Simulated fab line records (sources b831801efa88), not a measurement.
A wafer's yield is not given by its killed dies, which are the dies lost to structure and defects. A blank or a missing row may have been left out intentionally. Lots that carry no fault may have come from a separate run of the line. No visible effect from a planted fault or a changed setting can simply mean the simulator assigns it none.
fab line records	flow sky130
record lots=7	wafers=21	lastDay=50
route steps=708 shown PWDE@52 NWELL@56 PAD_OPEN@708
lots that met no fault: from a run of the same line without faults
startH: start of the lot's first displayed wafer, in hours after the record's first day	waitH: how many hours have passed since the lot's step before this one	" as in the row above	L1.1+2: one row covering several wafers at once	- either no value or no given start	* or withheld: withheld	< > ~ a bound
route shown NAME@n: names a module that has steps shown in the file, with the first one's number in the route	usual: average and standard deviation across the fault-free wafers	same: alike in all rows	chamber/n: place in a boat	sites: the reading at each site	_std_site: the values' standard deviation	_edge_site: mean of outer sites minus mean of inner sites	radiusMm: for every site, how far away it sits from the centre of the wafer	mask NAME#n: copy n	behind: the most recent tool/chamber to have shaped the wafer	hold: why the lot went on hold/how many hours it stayed there/how the hold came to an end	device: the transistor (n, p or np) that didn't switch	end of line: the route-end tests of the same wafers	for a step that has no rows: nothing shown but its recipe	killed: the dies lost at the first sort to structure and to defects; this is not the yield of the wafer	map: a wafer's dies, x killed, . not, _ none there
set.NAME: the setting the step ran with; set.NAME@STEP: the setting that earlier step ran with	model.NAME: the simulator's own value behind a step, which no gauge read
a table for each step, a row for each wafer; lots at some steps of the route
services: the hour from which a tool's chamber was out of use, counted from the record's first day as startH (under 0 if before that day), plus the number of hours and why
## steps
# step SKY_PWDE_OVL_MEAS_07
# usual PWDE_OVL=0.2/1.5
lot.wafer	tool	chamber	startH	waitH	PWDE_OVL[nm]
L659.1	overlay-01	-	74.46	-	0.1
L659.4	"	-	"	"	-0.1
L659.5	"	-	"	"	-0.6
L660.1	overlay-02	-	80.71	-	-1.5
L660.5	"	-	"	"	-2.1
L660.6	"	-	"	"	0.3
L666.1	overlay-02	-	114.24	-	-0.4
L666.3	"	-	"	"	1.0
L666.6	"	-	"	"	2.0
L673.1	overlay-01	-	155.17	-	-0.2
L673.4	"	-	"	"	-1.0
L673.6	"	-	"	"	0.9
L674.3	overlay-01	-	161.94	-	1.2
L674.4	"	-	"	"	0.2
L674.6	"	-	"	"	2.4
L677.4	overlay-01	-	176.34	-	-0.6
L677.5	"	-	"	"	0.7
L677.6	"	-	"	"	-0.5
L679.3	overlay-01	-	193.09	-	1.8
L679.4	"	-	"	"	1.1
L679.5	"	-	"	"	1.2
# step SKY_PWDE_IMPLANT_08
# recipe species=B	energyKev=148.6	doseCm2=3.6e+12	tiltDeg=withheld
# step SKY_PWDE_STRIP_09
# recipe chemistry=O2/N2	powerW=1400	pressureMtorr=1500	platenTempC=withheld	o2FlowSccm=3000	n2FlowSccm=300	overashFraction=0.5
# usual drypumpMotorCurrentA=6.0/0.32	oesProductAu=0.723/0.0048	stripTimeToEndpointS=36.94/0.094
lot.wafer	tool	chamber	startH	waitH	drypumpMotorCurrentA	oesProductAu	rfHoursCounterH	stripTimeToEndpointS
L659.1	plasmaAsher-04	1	74.65	0.1	6.0	0.721	36	36.93
L659.4	"	0	"	"	6.0	0.730	-	36.96
L659.5	"	1	"	"	6.1	0.724	-	36.89
L660.1	plasmaAsher-03	0	80.90	0.1	5.9	0.722	40	36.94
L660.5	"	1	"	"	6.5	0.725	-	37.13
L660.6	"	0	"	"	5.9	0.725	-	37.08
L666.1	plasmaAsher-02	1	114.42	0.1	5.5	0.720	30	36.93
L666.3	"	1	"	"	5.5	0.727	-	37.03
L666.6	"	1	"	"	5.4	0.721	-	36.90
L673.1	plasmaAsher-02	0	155.36	0.1	5.8	0.728	34	37.01
L673.4	"	1	"	"	5.5	0.719	-	37.02
L673.6	"	0	"	"	5.8	0.721	-	36.99
L674.3	plasmaAsher-03	1	162.14	0.1	6.5	0.724	-	36.89
L674.4	"	0	"	"	5.9	0.722	-	36.85
L674.6	"	1	"	"	6.5	0.726	-	36.83
L677.4	plasmaAsher-04	1	176.65	0.1	6.1	0.718	-	37.06
L677.5	"	0	"	"	6.0	0.719	-	36.95
L677.6	"	1	"	"	6.0	0.725	-	37.06
L679.3	plasmaAsher-02	1	193.30	0.1	5.5	0.722	-	36.95
L679.4	"	0	"	"	5.9	0.719	-	36.98
L679.5	"	1	"	"	5.5	0.722	-	36.94
# step SKY_PWDE_TW_MEAS_10
# usual PWDE_TW=374.5/2.2
lot.wafer	tool	chamber	startH	waitH	PWDE_TW
L659.1	filmMetro-04	-	74.75	0.1	376.7
L659.4	"	-	"	"	376.5
L659.5	"	-	"	"	377.9
L660.1	filmMetro-02	-	81.00	0.1	373.5
L660.5	"	-	"	"	371.4
L660.6	"	-	"	"	373.8
L666.1	filmMetro-02	-	114.52	0.1	370.2
L666.3	"	-	"	"	370.9
L666.6	"	-	"	"	371.2
L673.1	filmMetro-03	-	155.46	0.1	375.2
L673.4	"	-	"	"	378.0
L673.6	"	-	"	"	376.1
L674.3	filmMetro-03	-	162.23	0.1	373.1
L674.4	"	-	"	"	375.5
L674.6	"	-	"	"	373.8
L677.4	filmMetro-03	-	176.75	0.1	376.1
L677.5	"	-	"	"	373.9
L677.6	"	-	"	"	374.1
L679.3	filmMetro-03	-	193.39	0.1	376.0
L679.4	"	-	"	"	378.3
L679.5	"	-	"	"	376.1
# step SKY_NWELL_DEHYDRATE_03
# recipe tempC=200	timeS=60
# step SKY_NWELL_HMDS_04
# recipe primeTimeS=60	primeTempC=120
# step SKY_NWELL_COAT_05
# recipe spinRpm=2000	resistThkNm=3000
# step SKY_NWELL_SOFTBAKE_06
# recipe tempC=110	timeS=withheld
# step SKY_NWELL_EXPOSE_07
# recipe maskId=NWM	na=0.6	sourceShape=conventional	sigmaOuter=0.6	polarization=unpolarized	targetCdNm=840	doseMj=255
# step SKY_NWELL_PEB_08
# recipe tempC=115	timeS=withheld
# step SKY_NWELL_DEVELOP_09
# recipe wallAngleDeg=90	developer=TMAH	developTimeS=60	devTempC=23
# step SKY_NWELL_OVL_MEAS_10
# usual NWELL_00_OVL=0.2/1.2
lot.wafer	tool	chamber	startH	waitH	NWELL_00_OVL[nm]
L659.1	overlay-02	-	91.27	-	0.0
L659.4	"	-	"	"	1.5
L659.5	"	-	"	"	1.0
L660.1	overlay-01	-	98.58	-	0.9
L660.5	"	-	"	"	1.3
L660.6	"	-	"	"	2.5
L666.1	overlay-01	-	137.18	-	-1.2
L666.3	"	-	"	"	0.9
L666.6	"	-	"	"	0.8
L673.1	overlay-01	-	174.93	-	-0.1
L673.4	"	-	"	"	2.9
L673.6	"	-	"	"	-0.6
L674.3	overlay-02	-	181.68	-	-0.6
L674.4	"	-	"	"	0.6
L674.6	"	-	"	"	-0.4
L677.4	overlay-02	-	197.89	-	-0.7
L677.5	"	-	"	"	1.6
L677.6	"	-	"	"	-0.2
L679.3	overlay-02	-	215.09	-	0.0
L679.4	"	-	"	"	0.0
L679.5	"	-	"	"	-1.1
# step SKY_NWELL_IMPLANT_11
# recipe species=P	energyKev=400	doseCm2=1.9e+13	tiltDeg=withheld
lot.wafer	tool	chamber	startH	waitH
L659.1+4+5	implanter-01	0	91.31	0.0
L659.1+4+5	implanter-01	0	91.62	0.3
L660.1+5+6	implanter-01	0	98.62	0.0
L660.1+5+6	implanter-01	0	98.93	0.3
L666.1+3+6	implanter-02	0	137.21	0.0
L666.1+3+6	implanter-02	0	137.53	0.3
L673.1+4+6	implanter-01	0	174.97	0.0
L674.3+4+6	implanter-02	0	181.76	0.1
L677.4+5+6	implanter-02	0	197.99	0.1
L679.3+4+5	implanter-01	0	215.16	0.1
# step SKY_NWELL_IMPLANT_12
# recipe species=P	energyKev=120	doseCm2=1.3e+12	tiltDeg=withheld
# step SKY_NWELL_IMPLANT_13
# recipe species=P	energyKev=50	doseCm2=7e+11	tiltDeg=withheld
# step SKY_NWELL_STRIP_14
# recipe chemistry=O2/N2	powerW=1400	pressureMtorr=1500	platenTempC=withheld	o2FlowSccm=3000	n2FlowSccm=300	overashFraction=0.5
# usual drypumpMotorCurrentA=5.6/0.4	oesProductAu=0.722/0.0043	stripTimeToEndpointS=36.92/0.087
lot.wafer	tool	chamber	startH	waitH	drypumpMotorCurrentA	oesProductAu	rfHoursCounterH	stripTimeToEndpointS
L659.1	plasmaAsher-01	1	92.07	0.1	5.2	0.724	41	37.03
L659.4	"	0	"	"	5.2	0.720	-	36.92
L659.5	"	1	"	"	5.2	0.723	-	36.97
L660.1	plasmaAsher-04	1	99.38	0.1	6.0	0.729	38	36.92
L660.5	"	1	"	"	6.1	0.724	-	36.94
L660.6	"	0	"	"	6.0	0.731	-	36.83
L666.1	plasmaAsher-04	0	138.80	0.1	6.0	0.722	42	36.99
L666.3	"	1	"	"	6.1	0.721	-	36.99
L666.6	"	1	"	"	6.1	0.720	-	36.88
L673.1	plasmaAsher-04	0	175.42	0.1	6.1	0.728	46	36.89
L673.4	"	1	"	"	6.1	0.722	-	36.84
L673.6	"	1	"	"	6.1	0.722	-	36.92
L674.3	plasmaAsher-04	1	182.19	0.1	6.0	0.727	-	37.07
L674.4	"	0	"	"	6.0	0.731	-	37.01
L674.6	"	0	"	"	6.0	0.725	-	37.06
L677.4	plasmaAsher-04	1	198.39	0.1	6.1	0.723	-	36.91
L677.5	"	0	"	"	6.1	0.711	-	36.98
L677.6	"	1	"	"	6.0	0.718	-	36.94
L679.3	plasmaAsher-02	0	215.59	0.1	5.9	0.721	-	36.87
L679.4	"	1	"	"	5.5	0.720	-	36.95
L679.5	"	0	"	"	5.9	0.728	-	36.97
# step SKY_NWELL_TW_MEAS_15
# usual NWELL_TW=1826/11
lot.wafer	tool	chamber	startH	waitH	NWELL_TW
L659.1	filmMetro-02	-	92.17	0.1	2249
L659.4	"	-	"	"	2245
L659.5	"	-	"	"	2232
L660.1	filmMetro-04	-	99.48	0.1	2278
L660.5	"	-	"	"	2267
L660.6	"	-	"	"	2278
L666.1	filmMetro-02	-	138.90	0.1	2259
L666.3	"	-	"	"	2240
L666.6	"	-	"	"	2264
L673.1	filmMetro-02	-	175.52	0.1	1817
L673.4	"	-	"	"	1827
L673.6	"	-	"	"	1824
L674.3	filmMetro-03	-	182.28	0.1	1835
L674.4	"	-	"	"	1831
L674.6	"	-	"	"	1835
L677.4	filmMetro-04	-	198.49	0.1	1824
L677.5	"	-	"	"	1824
L677.6	"	-	"	"	1823
L679.3	filmMetro-04	-	215.68	0.1	1823
L679.4	"	-	"	"	1824
L679.5	"	-	"	"	1820
# step SKY_NWELL_DEHYDRATE_16
# recipe tempC=200	timeS=60
# step SKY_NWELL_HMDS_17
# recipe primeTimeS=60	primeTempC=120
# step SKY_NWELL_COAT_18
# recipe spinRpm=2000	resistThkNm=3000
# step SKY_NWELL_SOFTBAKE_19
# recipe tempC=110	timeS=withheld
# step SKY_NWELL_EXPOSE_20
# recipe maskId=NWM_COMPLEMENT	na=0.6	sourceShape=conventional	sigmaOuter=0.6	polarization=unpolarized	targetCdNm=840	doseMj=260
# step SKY_NWELL_PEB_21
# recipe tempC=115	timeS=withheld
# step SKY_NWELL_DEVELOP_22
# recipe wallAngleDeg=90	developer=TMAH	developTimeS=60	devTempC=23
# step SKY_NWELL_OVL_MEAS_23
# usual NWELL_01_OVL=0.3/1.3
lot.wafer	tool	chamber	startH	waitH	NWELL_01_OVL[nm]
L659.1	overlay-02	-	109.23	-	2.2
L659.4	"	-	"	"	1.7
L659.5	"	-	"	"	2.3
L660.1	overlay-02	-	117.13	-	1.8
L660.5	"	-	"	"	1.0
L660.6	"	-	"	"	-0.8
L666.1	overlay-01	-	156.28	-	-0.5
L666.3	"	-	"	"	-0.7
L666.6	"	-	"	"	0.3
L673.1	overlay-01	-	196.87	-	0.1
L673.4	"	-	"	"	0.2
L673.6	"	-	"	"	1.0
L674.3	overlay-01	-	203.94	-	-1.4
L674.4	"	-	"	"	-2.2
L674.6	"	-	"	"	-1.2
L677.4	overlay-02	-	220.39	-	-1.5
L677.5	"	-	"	"	-0.7
L677.6	"	-	"	"	2.1
L679.3	overlay-01	-	238.29	-	2.0
L679.4	"	-	"	"	1.4
L679.5	"	-	"	"	0.6
# step SKY_NWELL_IMPLANT_24
# recipe species=B	energyKev=140	doseCm2=9.2e+12	tiltDeg=withheld
# step SKY_NWELL_STRIP_25
# recipe chemistry=O2/N2	powerW=1400	pressureMtorr=1500	platenTempC=withheld	o2FlowSccm=3000	n2FlowSccm=300	overashFraction=0.5
# usual drypumpMotorCurrentA=5.6/0.37	oesProductAu=0.722/0.0047	stripTimeToEndpointS=36.95/0.13
lot.wafer	tool	chamber	startH	waitH	drypumpMotorCurrentA	oesProductAu	rfHoursCounterH	stripTimeToEndpointS
L659.1	plasmaAsher-04	0	109.41	0.1	6.0	0.726	39	36.81
L659.4	"	0	"	"	6.0	0.722	-	37.03
L659.5	"	1	"	"	6.0	0.726	-	37.04
L660.1	plasmaAsher-04	0	117.32	0.1	6.0	0.722	40	37.08
L660.5	"	1	"	"	6.0	0.716	-	37.06
L660.6	"	0	"	"	6.0	0.723	-	37.18
L666.1	plasmaAsher-01	1	156.47	0.1	5.2	0.727	46	36.90
L666.3	"	1	"	"	5.2	0.724	-	37.00
L666.6	"	0	"	"	5.3	0.716	-	36.94
L673.1	plasmaAsher-01	1	197.06	0.1	5.2	0.727	51	36.99
L673.4	"	0	"	"	5.2	0.726	-	36.95
L673.6	"	0	"	"	5.2	0.719	-	36.91
L674.3	plasmaAsher-04	1	204.14	0.1	6.0	0.723	-	36.75
L674.4	"	0	"	"	6.0	0.727	-	36.90
L674.6	"	1	"	"	6.1	0.723	-	36.91
L677.4	plasmaAsher-04	1	220.59	0.1	6.0	0.730	-	36.69
L677.5	"	0	"	"	6.1	0.727	-	36.69
L677.6	"	1	"	"	6.0	0.716	-	36.68
L679.3	plasmaAsher-02	0	238.50	0.1	5.8	0.721	-	36.93
L679.4	"	1	"	"	5.5	0.724	-	36.98
L679.5	"	1	"	"	5.5	0.725	-	36.87
# step SKY_NWELL_TW_MEAS_26
# usual NWELL_2_TW=498/3.1
lot.wafer	tool	chamber	startH	waitH	NWELL_2_TW
L659.1	filmMetro-02	-	109.51	0.1	496
L659.4	"	-	"	"	493
L659.5	"	-	"	"	494
L660.1	filmMetro-02	-	117.42	0.1	491
L660.5	"	-	"	"	493
L660.6	"	-	"	"	493
L666.1	filmMetro-03	-	156.57	0.1	501
L666.3	"	-	"	"	498
L666.6	"	-	"	"	498
L673.1	filmMetro-03	-	197.16	0.1	502
L673.4	"	-	"	"	498
L673.6	"	-	"	"	498
L674.3	filmMetro-04	-	204.23	0.1	501
L674.4	"	-	"	"	500
L674.6	"	-	"	"	500
L677.4	filmMetro-04	-	220.69	0.1	503
L677.5	"	-	"	"	502
L677.6	"	-	"	"	502
L679.3	filmMetro-03	-	238.59	0.1	500
L679.4	"	-	"	"	498
L679.5	"	-	"	"	499
# step SKY_NWELL_CLEAN_27
# recipe chemistry=SC1/SC2	mix=1:4:20	tempC=70	timeS=150	dry=n2Spin
# step SKY_NWELL_RTA_28
# recipe tempC=1050	timeS=30	idleTempC=650	rampUpCPerS=150	rampDownCPerS=90	ambient=N2
# usual lampPowerPct=25.31/0.056	wafer_temp_C_max=1054.9/1.1
lot.wafer	tool	chamber	startH	waitH	lampPowerPct	wafer_temp_C_max
L659.1	rtpAnneal-01	0	109.63	0.0	25.29	1054.6
L659.4	"	0	"	"	25.34	1055.8
L659.5	"	0	"	"	25.21	1056.2
L660.1	rtpAnneal-02	0	117.53	0.0	25.26	1053.7
L660.5	"	0	"	"	25.29	1055.7
L660.6	"	0	"	"	25.37	1053.8
L666.1	rtpAnneal-01	0	156.68	0.0	25.35	1058.4
L666.3	"	0	"	"	25.26	1055.0
L666.6	"	0	"	"	25.23	1054.9
L673.1	rtpAnneal-02	0	197.28	0.0	25.26	1053.7
L673.4	"	0	"	"	25.31	1056.2
L673.6	"	0	"	"	25.32	1054.8
L674.3	rtpAnneal-01	0	204.36	0.0	25.33	1055.8
L674.4	"	0	"	"	25.42	1055.6
L674.6	"	0	"	"	25.33	1053.3
L677.4	rtpAnneal-02	0	220.82	0.1	25.29	1054.4
L677.5	"	0	"	"	25.24	1056.3
L677.6	"	0	"	"	25.28	1055.5
L679.3	rtpAnneal-02	0	238.71	0.0	25.38	1055.4
L679.4	"	0	"	"	25.36	1056.4
L679.5	"	0	"	"	25.29	1055.0
# step SKY_NWELL_RS_MEAS_29
# recipe thkMeasGauge=four-point-probe
# usual NWELL_RS=624.8/1.5
lot.wafer	tool	chamber	startH	waitH	NWELL_RS[ohm/sq]
L659.1	filmMetro-03	-	109.83	0.2	430.0
L659.4	"	-	"	"	430.2
L659.5	"	-	"	"	431.2
L660.1	filmMetro-03	-	117.63	0.1	431.8
L660.5	"	-	"	"	432.0
L660.6	"	-	"	"	432.0
L666.1	filmMetro-02	-	156.78	0.1	431.3
L666.3	"	-	"	"	432.5
L666.6	"	-	"	"	429.3
L673.1	filmMetro-02	-	197.38	0.1	625.3
L673.4	"	-	"	"	626.2
L673.6	"	-	"	"	626.4
L674.3	filmMetro-03	-	204.47	0.1	621.1
L674.4	"	-	"	"	621.5
L674.6	"	-	"	"	621.9
L677.4	filmMetro-03	-	220.93	0.1	625.5
L677.5	"	-	"	"	625.0
L677.6	"	-	"	"	623.9
L679.3	filmMetro-02	-	238.82	0.1	624.1
L679.4	"	-	"	"	624.8
L679.5	"	-	"	"	625.9
# step SKY_PAD_OPEN_PROBE_99
# usual killed_at_M0_to_M3=42/6.9	killed_at_M4_up=3.2/1.7	killedAtContacts=25/5.1	killedAtFrontEnd=15/4.5	killedAtOther=0.4/0.63	killedDies=86/9.3	killedOpen=46/7	killedShort=39/6.9
# same grossDies=492	killedAtBackSide=0
lot.wafer	tool	chamber	startH	waitH	killed_at_M0_to_M3	killed_at_M4_up	killedAtContacts	killedAtFrontEnd	killedAtOther	killedDies	killedOpen	killedShort	model.etest.nfet_16v.rOnOhmUm	model.etest.pfet_16v.rOnOhmUm	model.etest.resNwell.lineOhmUm	model.etest.resNwell.rsOhmSq	model.etest.pfetG5v0d10v5.rOnOhmUm	model.etest.tip_p_5v.rsOhmSq	model.etest.resNwell.widthNm	model.etest.resIsoPwell.widthNm
L659.1	prober-02	-	1079.68	0.1	50	6	24	9	0	89	56	33	1.194e+04	1.66e+04	679.2	598.8	5018	2959	887.1	2599
L659.4	prober-02	-	1079.83	0.2	38	2	24	5	2	71	36	34	1.186e+04	1.644e+04	676.1	601.1	4946	2973	886.8	2580
L659.5	prober-02	-	1079.88	0.2	45	3	25	10	0	83	49	33	1.183e+04	1.57e+04	667	580.9	4903	2976	884.4	2594
L660.1	prober-01	-	1087.40	0.1	50	4	28	10	0	92	59	33	1.248e+04	1.675e+04	690.9	617.4	4952	2966	890.8	2576
L660.5	prober-01	-	1087.60	0.2	39	4	24	23	2	92	50	42	1.233e+04	1.66e+04	686.5	616.5	4941	2988	894.8	2578
L660.6	prober-01	-	1087.65	0.2	58	3	27	17	0	105	56	49	1.253e+04	1.631e+04	685.2	599.7	4974	3004	892.4	2571
L666.1	prober-01	-	1136.45	0.1	44	2	29	15	0	90	59	31	1.18e+04	1.717e+04	662	602.9	4960	2968	917.5	2573
L666.3	prober-01	-	1136.55	0.2	49	3	28	22	1	103	48	55	1.19e+04	1.664e+04	654.2	593.2	4846	2984	911.3	2565
L666.6	prober-01	-	1136.70	0.2	44	1	26	11	0	82	47	35	1.185e+04	1.763e+04	668.6	614.4	4926	3006	925	2544
L673.1	prober-01	-	1168.16	0.1	39	1	30	19	0	89	47	42	1.427e+04	1.539e+04	1088	929.5	4853	2850	848.5	2627
L673.4	prober-01	-	1168.31	0.2	41	1	27	13	0	82	50	31	1.42e+04	1.569e+04	1102	938.2	4818	2847	852.7	2627
L673.6	prober-01	-	1168.41	0.2	32	1	23	29	0	85	50	35	1.416e+04	1.533e+04	1082	926.5	4802	2872	844.4	2627
L674.3	prober-02	-	1171.82	0.2	53	2	21	16	1	93	55	37	1.406e+04	1.522e+04	1199	1011	4749	2871	842.2	2657
L674.4	prober-02	-	1171.87	0.2	47	1	22	15	0	85	56	29	1.407e+04	1.588e+04	1248	1051	4806	2876	850.2	2655
L674.6	prober-02	-	1171.97	0.2	39	7	25	18	0	89	47	42	1.408e+04	1.542e+04	1222	1024	4768	2876	843.3	2647
L677.4	prober-01	-	1187.30	0.2	43	0	15	15	0	73	44	29	1.438e+04	1.52e+04	1085	930.8	4778	2859	852.3	2638
L677.5	prober-01	-	1187.35	0.2	46	3	29	10	0	88	48	40	1.437e+04	1.565e+04	1109	952.2	4802	2865	854.5	2635
L677.6	prober-01	-	1187.40	0.2	45	3	35	16	0	99	58	41	1.428e+04	1.528e+04	1083	939.3	4832	2859	849.9	2630
L679.3	prober-01	-	1198.19	0.2	42	3	22	10	1	78	39	39	1.429e+04	1.592e+04	1094	947	4733	2859	860.5	2618
L679.4	prober-01	-	1198.24	0.2	34	4	42	17	0	97	52	44	1.426e+04	1.551e+04	1089	936.1	4712	2834	860.8	2614
L679.5	prober-01	-	1198.29	0.2	42	4	30	21	0	97	54	43	1.416e+04	1.537e+04	1096	926.7	4748	2847	852.7	2636
# killed by level:class
L659.1 VIA1:geometricParticle:open=14 CONTACT:geometricParticle:open=9 VIA2:geometricParticle:open=8 LI_CONTACT:geometricParticle:open=7 CONTACT:geometricParticle:short=6 METAL2:geometricParticle:short=6 VIA3:geometricParticle:short=6 VIA3:geometricParticle:open=6
L659.4 LI_CONTACT:geometricParticle:open=9 VIA2:geometricParticle:open=8 VIA1:geometricParticle:short=7 CONTACT:geometricParticle:open=5 VIA1:geometricParticle:open=5 VIA3:geometricParticle:open=5 CONTACT:geometricParticle:short=4 LI_CONTACT:geometricParticle:short=3
L659.5 VIA1:geometricParticle:open=12 LI_CONTACT:geometricParticle:open=11 VIA3:geometricParticle:open=10 VIA2:geometricParticle:open=8 CONTACT:geometricParticle:short=6 METAL2:geometricParticle:short=4 POLY_GATE:geometricParticle:short=3 LI_CONTACT:geometricParticle:short=3
L660.1 VIA1:geometricParticle:open=15 LI_CONTACT:geometricParticle:open=12 CONTACT:geometricParticle:open=10 VIA3:geometricParticle:open=8 VIA2:geometricParticle:open=7 METAL1:geometricParticle:short=6 VIA1:geometricParticle:short=5 METAL2:geometricParticle:short=3
L660.5 VIA1:geometricParticle:open=10 POLY_GATE:geometricParticle:short=8 LI_CONTACT:geometricParticle:short=7 LI_CONTACT:geometricParticle:open=7 VIA2:geometricParticle:open=7 FIELD_ISO:geometricParticle:open=6 CONTACT:geometricParticle:open=6 METAL1:geometricParticle:short=6
L660.6 VIA1:geometricParticle:open=23 LOCAL_INTERCONNECT:geometricParticle:short=8 CONTACT:geometricParticle:open=7 VIA1:geometricParticle:short=7 METAL2:geometricParticle:short=7 FIELD_ISO:geometricParticle:short=6 FIELD_ISO:geometricParticle:open=6 LI_CONTACT:geometricParticle:open=6
L666.1 VIA1:geometricParticle:open=12 LI_CONTACT:geometricParticle:open=11 POLY_GATE:geometricParticle:open=7 CONTACT:geometricParticle:open=7 VIA3:geometricParticle:open=7 VIA2:geometricParticle:open=6 METAL1:geometricParticle:short=5 LI_CONTACT:geometricParticle:short=4
L666.3 CONTACT:geometricParticle:open=12 METAL2:geometricParticle:short=10 FIELD_ISO:geometricParticle:short=9 VIA1:geometricParticle:open=8 METAL3:geometricParticle:short=5 LI_CONTACT:geometricParticle:open=5 CONTACT:geometricParticle:short=5 VIA3:geometricParticle:open=5
L666.6 VIA1:geometricParticle:open=14 CONTACT:geometricParticle:open=10 METAL2:geometricParticle:short=6 LI_CONTACT:geometricParticle:short=5 LI_CONTACT:geometricParticle:open=5 VIA3:geometricParticle:open=5 VIA1:geometricParticle:short=5 VIA2:geometricParticle:open=5
L673.1 CONTACT:geometricParticle:open=15 FIELD_ISO:geometricParticle:short=10 LI_CONTACT:geometricParticle:open=6 VIA1:geometricParticle:short=6 VIA1:geometricParticle:open=6 VIA2:geometricParticle:open=6 METAL3:geometricParticle:short=5 VIA3:geometricParticle:short=5
L673.4 CONTACT:geometricParticle:open=13 VIA1:geometricParticle:open=10 VIA2:geometricParticle:open=8 LI_CONTACT:geometricParticle:open=7 FIELD_ISO:geometricParticle:short=5 VIA1:geometricParticle:short=5 FIELD_ISO:geometricParticle:open=4 VIA3:geometricParticle:short=4
L673.6 FIELD_ISO:geometricParticle:open=11 VIA2:geometricParticle:open=10 VIA1:geometricParticle:open=9 POLY_GATE:geometricParticle:short=7 LI_CONTACT:geometricParticle:open=7 CONTACT:geometricParticle:open=6 POLY_GATE:geometricParticle:open=5 CONTACT:geometricParticle:short=5
L674.3 VIA2:geometricParticle:open=11 LI_CONTACT:geometricParticle:open=10 VIA1:geometricParticle:open=9 CONTACT:geometricParticle:open=6 METAL3:geometricParticle:short=6 VIA3:geometricParticle:open=6 METAL2:geometricParticle:short=5 VIA3:geometricParticle:short=5
L674.4 CONTACT:geometricParticle:open=10 VIA1:geometricParticle:open=10 FIELD_ISO:geometricParticle:open=9 METAL2:geometricParticle:short=9 LI_CONTACT:geometricParticle:open=7 VIA2:geometricParticle:open=7 METAL1:geometricParticle:short=5 VIA3:geometricParticle:open=5
L674.6 VIA1:geometricParticle:open=15 CONTACT:geometricParticle:open=11 METAL2:geometricParticle:short=8 FIELD_ISO:geometricParticle:short=7 LI_CONTACT:geometricParticle:open=6 CONTACT:geometricParticle:short=5 METAL4:geometricParticle:short=5 VIA1:geometricParticle:short=5
L677.4 VIA2:geometricParticle:open=9 POLY_GATE:geometricParticle:open=8 VIA1:geometricParticle:open=7 VIA1:geometricParticle:short=6 CONTACT:geometricParticle:open=6 VIA3:geometricParticle:open=5 LI_CONTACT:geometricParticle:open=4 METAL2:geometricParticle:short=4
L677.5 VIA1:geometricParticle:open=12 METAL2:geometricParticle:short=8 LI_CONTACT:geometricParticle:open=7 CONTACT:geometricParticle:open=7 CONTACT:geometricParticle:short=7 VIA2:geometricParticle:open=6 VIA3:geometricParticle:open=6 METAL1:geometricParticle:short=5
L677.6 CONTACT:geometricParticle:open=15 VIA1:geometricParticle:open=15 LI_CONTACT:geometricParticle:open=7 FIELD_ISO:geometricParticle:short=6 CONTACT:geometricParticle:short=6 VIA3:geometricParticle:open=6 VIA2:geometricParticle:open=5 FIELD_ISO:geometricParticle:open=4
L679.3 LI_CONTACT:geometricParticle:open=8 VIA1:geometricParticle:open=8 METAL1:geometricParticle:short=7 CONTACT:geometricParticle:short=6 VIA3:geometricParticle:open=6 VIA2:geometricParticle:open=6 VIA3:geometricParticle:short=6 CONTACT:geometricParticle:open=5
L679.4 CONTACT:geometricParticle:open=16 LI_CONTACT:geometricParticle:open=11 FIELD_ISO:geometricParticle:short=8 VIA3:geometricParticle:open=8 VIA1:geometricParticle:open=6 VIA2:geometricParticle:open=6 LOCAL_INTERCONNECT:geometricParticle:short=5 METAL1:geometricParticle:short=5
L679.5 CONTACT:geometricParticle:open=11 LI_CONTACT:geometricParticle:open=9 VIA1:geometricParticle:open=9 FIELD_ISO:geometricParticle:short=6 METAL2:geometricParticle:short=6 VIA2:geometricParticle:open=6 VIA3:geometricParticle:open=6 VIA1:geometricParticle:short=5
## services
tool	chamber	startH	hours	kind
rtpAnneal-02	-	59.25	38.1	pm
plasmaAsher-04	-	90.46	3.3	repair
plasmaAsher-01	-	94.15	0.7	repair
plasmaAsher-01	-	106.33	10.0	pm
implanter-02	-	107.39	20.7	pm
plasmaAsher-03	-	108.75	9.0	pm
plasmaAsher-03	0	108.75	9.0	ventCycle
plasmaAsher-03	1	108.75	9.0	ventCycle
plasmaAsher-03	0	117.75	-	clean
plasmaAsher-03	1	117.75	-	clean
plasmaAsher-03	-	154.01	2.8	pm
plasmaAsher-02	-	170.95	0.4	repair
implanter-02	-	208.79	6.6	repair
implanter-02	-	229.00	9.7	repair
## key
firstSign step=SKY_NWELL_IMPLANT_11	reading=visit	direction=added
effect step=SKY_NWELL_TW_MEAS_15	reading=NWELL_TW	direction=up	sigmas=39	usual=1826	struck=2257
effect step=SKY_NWELL_RS_MEAS_29	reading=NWELL_RS	direction=down	sigmas=99+	usual=624.8	struck=431.1
modelEffect step=SKY_PAD_OPEN_PROBE_99	value=etest.nfet_16v.rOnOhmUm	without=1.408e+04	struck=1.206e+04
metAt SKY_NWELL_IMPLANT_11
struckWafers L659.1,L659.4,L659.5,L660.1,L660.5,L660.6,L666.1,L666.3,L666.6
testerLeftOut L659,L660,L666
fault kind=repeatedStepWhole	tool=implanter-01,implanter-02,implanter-03	chamber=-	onsetH=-	steps=SKY_NWELL_IMPLANT_11	times=1	scope=struckLotsOnly
# testerLeftOut: of these lots the tester's yield and bins aren't shown, on N5 and GAA mostly nor the transistor test; their killed dies are dies lost to structure and defects alone, not to doping, threshold or leakage, so they don't give the yield
